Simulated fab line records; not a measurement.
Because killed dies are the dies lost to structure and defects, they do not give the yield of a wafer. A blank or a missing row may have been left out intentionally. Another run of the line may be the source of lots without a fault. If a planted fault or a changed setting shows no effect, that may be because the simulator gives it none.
fab line records | flow sky130
record: lots: 11 | wafers: 33 | last-day: 50
route steps=708 shown CONTACT@410 METAL1@451 METAL3@536
lots with no fault: from the same line, run without faults
start-h: hours from the record's opening day to when the first of the lot's shown wafers began | wait-h: hours from the lot's prior step to this one | " as in the row above | L1.1+2: one row covering several wafers at once | - no value, or no start given | * or withheld: withheld | < > ~ a bound
route shown NAME@n: names a module that has steps shown in the file, with the first one's number in the route | usual: mean/standard deviation taken from wafers without a fault | same: alike in all rows | chamber/n: place in a boat | sites: each site's reading | _std_site: how widely they spread, as a standard deviation | _edge_site: mean of outer sites minus mean of inner sites | radius-mm: how far each site lies from the wafer's centre | mask NAME#n: copy n | behind: the last tool/chamber to shape the wafer | hold: reason for holding the lot/hours on hold/outcome of the hold | device: the transistor (n, p or np) that didn't switch | end of line: at the end of the route, the tests of the same wafers | a step given without rows: its recipe and nothing more | killed: the dies lost at the first sort to structure and to defects; this is not the yield of the wafer | map: per-die view of a wafer (x killed, . not killed, _ where there is no die)
set.NAME: the setting that was run; set.NAME@STEP: the one run at that earlier step | model.NAME: the simulator's own value behind a step, which no gauge read
the route's steps for a sample of lots (tables are steps, rows are wafers)
services: from which hour (start-h, from the record's first day; less than 0 if before it) a tool's chamber was out of use, for how many hours, and why
== steps ==
step: SKY_CONTACT_CMP_04
recipe: material: SiO2 | down-force-psi: 4 | platen-rpm: 60 | pad-velocity-m-s: 0.94248
usual: head-pressure-psi: 3.999/0.0081 | motor-current-A: 11.9/1 | slurry-filter-dp-kPa: 13.49/0.13 | time-to-endpoint-s: 84/4.7
lot.wafer | tool   | chamber | start-h | wait-h | head-pressure-psi | motor-current-A | slurry-filter-dp-kPa | time-to-endpoint-s
L704.2    | cmp-02 | 3       | 707.56  | 0.0    | 4.004             | 11.3            | 13.53                | 80
L704.3    | "      | 1       | "       | "      | 3.995             | 12.8            | 13.46                | 79
L704.6    | "      | 3       | "       | "      | 3.985             | 11.8            | 13.60                | 77
L706.4    | cmp-02 | 0       | 732.28  | 0.1    | 4.007             | 12.7            | 13.20                | 77
L706.2    | "      | 2       | "       | "      | 4.012             | 11.4            | 13.32                | 88
L706.6    | "      | 0       | "       | "      | 3.991             | 12.2            | 13.29                | 78
L708.3    | cmp-02 | 1       | 748.38  | 0.1    | 3.986             | 12.0            | 13.48                | 84
L708.2    | "      | 2       | "       | "      | 3.996             | 11.6            | 13.29                | 85
L708.6    | "      | 3       | "       | "      | 4.008             | 11.2            | 13.54                | 80
L709.2    | cmp-01 | 1       | 759.73  | 0.1    | 3.995             | 10.7            | 13.64                | 80
L709.6    | "      | 3       | "       | "      | 3.994             | 13.9            | 13.60                | 84
L709.5    | "      | 0       | "       | "      | 4.010             | 11.3            | 13.71                | 94
L710.3    | cmp-01 | 2       | 763.98  | 0.1    | 4.001             | 11.5            | 13.56                | 82
L710.2    | "      | 0       | "       | "      | 3.993             | 11.5            | 13.59                | 89
L710.6    | "      | 1       | "       | "      | 4.000             | 10.7            | 13.49                | 79
L714.3    | cmp-02 | 3       | 791.71  | 0.1    | 4.014             | 10.7            | 13.53                | 79
L714.2    | "      | 0       | "       | "      | 4.002             | 12.3            | 13.36                | 84
L714.6    | "      | 1       | "       | "      | 3.996             | 12.7            | 13.32                | 85
L717.3    | cmp-01 | 0       | 822.26  | 0.1    | 2.609             | 8.9             | 13.69                | 110
L717.1    | "      | 1       | "       | "      | 2.604             | 8.1             | 13.42                | 109
L717.6    | "      | 2       | "       | "      | 2.610             | 9.1             | 13.38                | 111
L719.3    | cmp-01 | 3       | 841.98  | 0.1    | 2.577             | 11.5            | 13.56                | 112
L719.6    | "      | 1       | "       | "      | 2.597             | 7.8             | 13.47                | 110
L719.5    | "      | 2       | "       | "      | 2.609             | 9.1             | 13.64                | 110
L720.2    | cmp-02 | 0       | 854.57  | 0.0    | 4.000             | 11.5            | 13.51                | 88
L720.3    | "      | 2       | "       | "      | 3.998             | 11.2            | 13.54                | 90
L720.5    | "      | 1       | "       | "      | 4.001             | 13.6            | 13.43                | 91
L721.2    | cmp-02 | 2       | 856.41  | 0.1    | 3.987             | 10.7            | 13.41                | 89
L721.3    | "      | 3       | "       | "      | 3.987             | 11.3            | 13.38                | 87
L721.6    | "      | 2       | "       | "      | 3.998             | 11.6            | 13.42                | 96
L725.1    | cmp-02 | 0       | 882.53  | 0.2    | 4.006             | 11.3            | 13.42                | 85
L725.5    | "      | 1       | "       | "      | 4.007             | 12.5            | 13.57                | 91
L725.6    | "      | 2       | "       | "      | 4.005             | 11.1            | 13.27                | 89
step: SKY_CONTACT_BOW_MEAS_05
recipe: mode: bow
usual: CONTACT_BOW: 82/6.9
lot.wafer | tool          | chamber | start-h | wait-h | hold                     | CONTACT_BOW[um]
L704.2    | film-metro-01 | -       | 707.91  | 0.3    | -                        | 81
L704.3    | "             | -       | "       | "      | -                        | 87
L704.6    | "             | -       | "       | "      | -                        | 85
L706.2    | film-metro-01 | -       | 732.55  | 0.1    | -                        | 92
L706.4    | "             | -       | "       | "      | -                        | 82
L706.6    | "             | -       | "       | "      | -                        | 84
L708.2    | film-metro-04 | -       | 748.60  | 0.1    | -                        | 83
L708.3    | "             | -       | "       | "      | -                        | 79
L708.6    | "             | -       | "       | "      | -                        | 81
L709.2    | film-metro-04 | -       | 759.95  | 0.2    | -                        | 77
L709.5    | "             | -       | "       | "      | -                        | 74
L709.6    | "             | -       | "       | "      | -                        | 81
L710.2    | film-metro-03 | -       | 764.25  | 0.1    | -                        | 81
L710.3    | "             | -       | "       | "      | -                        | 82
L710.6    | "             | -       | "       | "      | -                        | 76
L714.2    | film-metro-03 | -       | 791.93  | 0.1    | -                        | 78
L714.3    | "             | -       | "       | "      | -                        | 77
L714.6    | "             | -       | "       | "      | -                        | 71
L717.1    | film-metro-04 | -       | 822.46  | 0.1    | await-dispo/0.2h/release | 84
L717.3    | "             | -       | "       | "      | await-dispo/0.2h/release | 91
L717.6    | "             | -       | "       | "      | await-dispo/0.2h/release | 82
L717.1    | film-metro-04 | -       | 822.75  | 0.3    | -                        | -
L717.3    | "             | -       | "       | "      | -                        | -
L717.6    | "             | -       | "       | "      | -                        | -
L719.3    | film-metro-04 | -       | 842.22  | 0.2    | await-dispo/0.2h/release | 92
L719.5    | "             | -       | "       | "      | await-dispo/0.2h/release | 82
L719.6    | "             | -       | "       | "      | await-dispo/0.2h/release | 83
L719.3    | film-metro-04 | -       | 842.51  | 0.3    | -                        | -
L719.5    | "             | -       | "       | "      | -                        | -
L719.6    | "             | -       | "       | "      | -                        | -
L720.2    | film-metro-04 | -       | 854.89  | 0.3    | -                        | 87
L720.3    | "             | -       | "       | "      | -                        | 94
L720.5    | "             | -       | "       | "      | -                        | 80
L721.2    | film-metro-04 | -       | 856.68  | 0.2    | -                        | 81
L721.3    | "             | -       | "       | "      | -                        | 80
L721.6    | "             | -       | "       | "      | -                        | 92
L725.1    | film-metro-01 | -       | 882.68  | 0.1    | -                        | 85
L725.5    | "             | -       | "       | "      | -                        | 80
L725.6    | "             | -       | "       | "      | -                        | 76
step: SKY_CONTACT_ETCH_17
recipe: target: SiO2 | chemistry: C4F8/O2/Ar | stop-on: Si3N4 | mask-material: KrF-thick | source-w: 1500 | bias-w: 1200 | pressure-mtorr: 40 | c4f8-flow-sccm: withheld | O2_flow_sccm: 6 | Ar_flow_sccm: 300 | time-s: withheld | target-depth-a: 3400
usual: oes-product-au: 0.892/0.0049 | rf-fwd-power-W: 1486/5.8
lot.wafer | tool        | chamber | start-h | wait-h | oes-product-au | rf-fwd-power-W
L704.2    | rie-diel-01 | 2       | 735.99  | 0.0    | 0.886          | 1489
L704.3    | "           | 0       | "       | "      | 0.892          | 1493
L704.6    | "           | 3       | "       | "      | 0.891          | 1490
L706.2    | rie-diel-01 | 3       | 759.70  | 0.0    | 0.896          | 1482
L706.4    | "           | 1       | "       | "      | 0.890          | 1487
L706.6    | "           | 3       | "       | "      | 0.897          | 1482
L708.2    | rie-diel-03 | 3       | 775.22  | 0.0    | 0.894          | 1476
L708.3    | "           | 1       | "       | "      | 0.887          | 1485
L708.6    | "           | 1       | "       | "      | 0.886          | 1487
L709.2    | rie-diel-02 | 2       | 786.54  | 0.0    | 0.892          | 1488
L709.5    | "           | 1       | "       | "      | 0.895          | 1478
L709.6    | "           | 0       | "       | "      | 0.894          | 1499
L710.2    | rie-diel-03 | 1       | 790.79  | 0.0    | 0.903          | 1492
L710.3    | "           | 2       | "       | "      | 0.883          | 1480
L710.6    | "           | 0       | "       | "      | 0.889          | 1483
L714.2    | rie-diel-02 | 1       | 817.82  | 0.0    | 0.890          | 1495
L714.3    | "           | 0       | "       | "      | 0.884          | 1502
L714.6    | "           | 1       | "       | "      | 0.886          | 1493
L717.1    | rie-diel-02 | 1       | 849.24  | 0.0    | 0.934          | 1487
L717.3    | "           | 2       | "       | "      | 0.951          | 1488
L717.6    | "           | 1       | "       | "      | 0.939          | 1487
L719.3    | rie-diel-02 | 0       | 868.07  | 0.0    | 0.952          | 1485
L719.5    | "           | 3       | "       | "      | 0.946          | 1476
L719.6    | "           | 2       | "       | "      | 0.946          | 1482
L720.2    | rie-diel-02 | 2       | 880.79  | 0.0    | 0.892          | 1480
L720.3    | "           | 0       | "       | "      | 0.894          | 1486
L720.5    | "           | 0       | "       | "      | 0.900          | 1483
L721.2    | rie-diel-03 | 1       | 882.95  | 0.0    | 0.889          | 1493
L721.3    | "           | 0       | "       | "      | 0.895          | 1493
L721.6    | "           | 1       | "       | "      | 0.892          | 1487
L725.1    | rie-diel-01 | 2       | 908.17  | 0.0    | 0.898          | 1488
L725.5    | "           | 3       | "       | "      | 0.897          | 1486
L725.6    | "           | 2       | "       | "      | 0.889          | 1478
step: SKY_CONTACT_CMP_27
recipe: stop-on: SiO2 | t-overpolish-s: 15 | down-force-psi: 3.5 | platen-rpm: 60 | target-thk-nm: 0 | pad-velocity-m-s: 0.94248
usual: head-pressure-psi: 3.500/0.0074 | motor-current-A: 11.0/0.99 | slurry-filter-dp-kPa: 13.48/0.13
lot.wafer | tool   | chamber | start-h | wait-h | head-pressure-psi | motor-current-A | slurry-filter-dp-kPa
L704.3    | cmp-02 | 1       | 737.11  | 0.1    | 3.501             | 11.7            | 13.47
L704.2    | "      | 3       | "       | "      | 3.486             | 10.2            | 13.36
L704.6    | "      | 1       | "       | "      | 3.506             | 11.9            | 13.55
L706.4    | cmp-01 | 2       | 760.78  | 0.1    | 3.498             | 11.5            | 13.68
L706.2    | "      | 0       | "       | "      | 3.503             | 10.8            | 13.53
L706.6    | "      | 2       | "       | "      | 3.497             | 11.4            | 13.58
L708.3    | cmp-01 | 3       | 776.36  | 0.1    | 3.492             | 12.9            | 13.63
L708.2    | "      | 0       | "       | "      | 3.508             | 10.7            | 13.62
L708.6    | "      | 2       | "       | "      | 3.500             | 10.9            | 13.52
L709.2    | cmp-01 | 3       | 787.68  | 0.1    | 3.496             | 12.0            | 13.26
L709.5    | "      | 2       | "       | "      | 3.501             | 11.3            | 13.51
L709.6    | "      | 3       | "       | "      | 3.501             | 12.8            | 13.54
L710.2    | cmp-01 | 1       | 791.98  | 0.1    | 3.494             | 9.5             | 13.28
L710.3    | "      | 2       | "       | "      | 3.487             | 11.1            | 13.73
L710.6    | "      | 3       | "       | "      | 3.495             | 12.6            | 13.55
L714.2    | cmp-02 | 1       | 818.91  | 0.1    | 3.499             | 12.1            | 13.46
L714.3    | "      | 2       | "       | "      | 3.498             | 9.9             | 13.40
L714.6    | "      | 1       | "       | "      | 3.494             | 11.7            | 13.40
L717.1    | cmp-01 | 0       | 850.32  | 0.1    | 3.493             | 10.5            | 13.27
L717.3    | "      | 1       | "       | "      | 3.501             | 9.7             | 13.67
L717.6    | "      | 0       | "       | "      | 3.498             | 10.9            | 13.38
L719.3    | cmp-01 | 1       | 869.26  | 0.2    | 3.511             | 9.8             | 13.62
L719.6    | "      | 2       | "       | "      | 3.493             | 11.0            | 13.58
L719.5    | "      | 3       | "       | "      | 3.503             | 11.9            | 13.67
L720.3    | cmp-01 | 3       | 881.94  | 0.1    | 3.505             | 13.2            | 13.44
L720.2    | "      | 1       | "       | "      | 3.498             | 9.8             | 13.34
L720.5    | "      | 2       | "       | "      | 3.501             | 11.0            | 13.44
L721.2    | cmp-01 | 2       | 883.98  | 0.0    | 3.487             | 11.3            | 13.30
L721.3    | "      | 1       | "       | "      | 3.512             | 10.0            | 13.31
L721.6    | "      | 2       | "       | "      | 3.501             | 11.4            | 13.63
L725.1    | cmp-01 | 3       | 909.75  | 0.6    | 3.501             | 12.1            | 13.58
L725.6    | "      | 1       | "       | "      | 3.510             | 9.3             | 13.53
L725.5    | "      | 2       | "       | "      | 3.501             | 10.7            | 13.37
step: SKY_METAL1_DESCUM_17
recipe: chemistry: O2 | source-power-w: 150 | bias-power-w: 0 | pressure-mtorr: 10 | temp-c: 40 | time-s: 8
usual: drypump-motor-current-A: 5.6/0.45 | oes-product-au: 1.006/0.014 | rf-fwd-power-W: 147.3/0.8
lot.wafer | tool         | chamber | start-h | wait-h | drypump-motor-current-A | oes-product-au | rf-fwd-power-W | rf-hours-counter-h
L704.2    | rie-metal-03 | 0       | 764.85  | 0.0    | 5.7                     | 1.005          | 147.2          | 13
L704.3    | "            | 1       | "       | "      | 6.0                     | 1.024          | 147.3          | -
L704.6    | "            | 0       | "       | "      | 5.7                     | 1.011          | 147.7          | -
L706.2    | rie-metal-04 | 1       | 788.08  | 0.0    | 4.9                     | 1.001          | 148.3          | 2
L706.4    | "            | 0       | "       | "      | 5.5                     | 0.997          | 145.8          | -
L706.6    | "            | 0       | "       | "      | 5.5                     | 0.994          | 146.6          | -
L708.2    | rie-metal-03 | 0       | 803.33  | 0.0    | 5.7                     | 1.016          | 147.6          | 15
L708.3    | "            | 0       | "       | "      | 5.7                     | 1.015          | 148.2          | -
L708.6    | "            | 1       | "       | "      | 5.9                     | 1.013          | 147.4          | -
L709.2    | rie-metal-04 | 0       | 814.70  | 0.0    | 5.5                     | 0.988          | 146.5          | 7
L709.5    | "            | 1       | "       | "      | 4.9                     | 1.003          | 147.9          | -
L709.6    | "            | 0       | "       | "      | 5.5                     | 0.992          | 146.0          | -
L710.2    | rie-metal-03 | 1       | 818.13  | 0.0    | 6.0                     | 1.009          | 148.4          | 9
L710.3    | "            | 0       | "       | "      | 5.7                     | 1.004          | 147.5          | -
L710.6    | "            | 0       | "       | "      | 5.7                     | 1.024          | 148.0          | -
L714.2    | rie-metal-01 | 0       | 845.69  | 0.0    | 6.4                     | 1.005          | 147.2          | -
L714.3    | "            | 0       | "       | "      | 6.4                     | 1.001          | 147.2          | -
L714.6    | "            | 0       | "       | "      | 6.4                     | 1.013          | 147.0          | -
L717.1    | rie-metal-04 | 1       | 876.73  | 0.0    | 4.9                     | 0.988          | 147.8          | 6
L717.3    | "            | 0       | "       | "      | 5.5                     | 0.988          | 146.0          | -
L717.6    | "            | 1       | "       | "      | 4.9                     | 0.982          | 148.3          | -
L719.3    | rie-metal-03 | 1       | 895.34  | 0.0    | 5.9                     | 1.026          | 148.0          | -
L719.5    | "            | 1       | "       | "      | 5.9                     | 1.023          | 148.0          | -
L719.6    | "            | 0       | "       | "      | 5.7                     | 1.029          | 147.2          | -
L720.2    | rie-metal-03 | 0       | 908.13  | 0.0    | 5.7                     | 1.017          | 147.7          | 1
L720.3    | "            | 1       | "       | "      | 6.0                     | 1.014          | 147.6          | -
L720.5    | "            | 1       | "       | "      | 6.0                     | 1.012          | 148.0          | -
L721.2    | rie-metal-01 | 1       | 910.40  | 0.0    | 5.3                     | 0.997          | 146.5          | 12
L721.3    | "            | 1       | "       | "      | 5.3                     | 0.996          | 146.4          | -
L721.6    | "            | 0       | "       | "      | 6.3                     | 1.018          | 147.2          | -
L725.1    | rie-metal-04 | 1       | 934.68  | 0.0    | 4.9                     | 0.986          | 148.1          | 8
L725.5    | "            | 1       | "       | "      | 4.9                     | 0.990          | 148.1          | -
L725.6    | "            | 0       | "       | "      | 5.5                     | 0.990          | 147.0          | -
step: SKY_METAL3_SPUTTER_04
recipe: material: TiN | target-thk-nm: 70 | power-w: 6500 | time-s: 58.3 | chamber-pressure-pa: 0.4
usual: throttle-valve-pct: 29.9/1.3
lot.wafer | tool           | chamber | start-h | wait-h | throttle-valve-pct
L704.2    | pvd-sputter-01 | -       | 849.88  | 0.0    | 31.1
L704.3    | "              | -       | "       | "      | 29.5
L704.6    | "              | -       | "       | "      | 31.1
L706.2    | pvd-sputter-04 | -       | 873.01  | 0.0    | 29.6
L706.4    | "              | -       | "       | "      | 30.4
L706.6    | "              | -       | "       | "      | 30.1
L708.2    | pvd-sputter-01 | -       | 886.70  | 0.0    | 31.0
L708.3    | "              | -       | "       | "      | 31.4
L708.6    | "              | -       | "       | "      | 31.2
L709.2    | pvd-sputter-01 | -       | 898.47  | 0.0    | 31.3
L709.5    | "              | -       | "       | "      | 31.3
L709.6    | "              | -       | "       | "      | 29.6
L710.2    | pvd-sputter-01 | -       | 901.43  | 0.0    | 31.3
L710.3    | "              | -       | "       | "      | 29.6
L710.6    | "              | -       | "       | "      | 29.8
L714.2    | pvd-sputter-04 | -       | 927.69  | 0.0    | 29.6
L714.3    | "              | -       | "       | "      | 29.9
L714.6    | "              | -       | "       | "      | 29.6
L717.1    | pvd-sputter-02 | -       | 958.75  | 0.0    | 33.4
L717.3    | "              | -       | "       | "      | 30.5
L717.6    | "              | -       | "       | "      | 31.1
L719.3    | pvd-sputter-01 | -       | 974.80  | 0.0    | 31.0
L719.5    | "              | -       | "       | "      | 31.0
L719.6    | "              | -       | "       | "      | 31.2
L720.2    | pvd-sputter-01 | -       | 988.01  | 0.0    | 31.1
L720.3    | "              | -       | "       | "      | 30.9
L720.5    | "              | -       | "       | "      | 31.0
L721.2    | pvd-sputter-01 | -       | 989.07  | 0.0    | 31.2
L721.3    | "              | -       | "       | "      | 30.9
L721.6    | "              | -       | "       | "      | 31.1
L725.1    | pvd-sputter-02 | -       | 1012.22 | 0.0    | 33.5
L725.5    | "              | -       | "       | "      | 33.4
L725.6    | "              | -       | "       | "      | 31.0
== services ==
tool           | chamber | start-h | hours | kind
cmp-01         | -       | 691.06  | 0.4   | repair
pvd-sputter-01 | -       | 691.96  | 24.5  | repair
cmp-02         | -       | 697.29  | 0.9   | repair
rie-diel-02    | 3       | 704.39  | 7.1   | repair
rie-metal-03   | 1       | 727.76  | 24.6  | repair
cmp-02         | -       | 744.22  | 4.0   | pm
cmp-02         | -       | 757.18  | 5.4   | pm
rie-metal-03   | -       | 769.89  | 4.3   | pm
rie-diel-02    | 2       | 772.10  | 6.1   | repair
cmp-02         | -       | 783.71  | 2.2   | repair
rie-diel-02    | 1       | 795.33  | 4.6   | repair
cmp-01         | -       | 818.35  | 1.9   | repair
cmp-01         | -       | 827.37  | 4.3   | pm
cmp-01         | -       | 835.05  | 2.0   | repair
pvd-sputter-01 | -       | 841.57  | 7.9   | repair
cmp-01         | -       | 866.99  | 0.9   | repair
rie-metal-03   | -       | 867.03  | 2.8   | pm
rie-diel-02    | 3       | 878.51  | 9.8   | repair
rie-diel-02    | 0       | 894.33  | 1.9   | repair
rie-diel-02    | 0       | 896.53  | 8.9   | repair
cmp-01         | -       | 912.00  | 4.0   | pm
cmp-02         | -       | 935.41  | 8.7   | pm
cmp-01         | -       | 964.35  | 4.0   | repair
rie-metal-03   | 1       | 969.11  | 5.6   | repair
== key ==
first-sign: step: SKY_CONTACT_CMP_04 | reading: head-pressure-psi | direction: down | sigmas: 99+ | usual: 3.999 | struck: 2.601
effect: step: SKY_CONTACT_CMP_04 | reading: time-to-endpoint-s | direction: up | sigmas: 5.6 | usual: * | struck: *
effect: step: SKY_CONTACT_BOW_MEAS_05 | reading: visit | direction: added
effect: step: SKY_CONTACT_ETCH_17 | reading: oes-product-au | direction: up | sigmas: 11 | usual: 0.892 | struck: 0.945
met-at SKY_CONTACT_CMP_04
struck-lots L717,L719
tester-left-out L717,L719
not-acting-at SKY_CONTACT_CMP_27,SKY_METAL1_DESCUM_17,SKY_METAL3_SPUTTER_04
onset-between 763.98 822.26
fault: kind: process-parameter-drift | tool: cmp-01 | chamber: - | onset-h: 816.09 | steps: SKY_CONTACT_CMP_04 | channel: down-force-psi | offset: -1.3977 | shape: step | end-h: 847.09 | acts-in: these-recipes-only | stated: 4
tester-left-out: of these lots the tester's yield and bins aren't shown, on N5 and GAA mostly nor the transistor test; their killed dies are dies lost to structure and defects alone, not to doping, threshold or leakage, so they don't give the yield
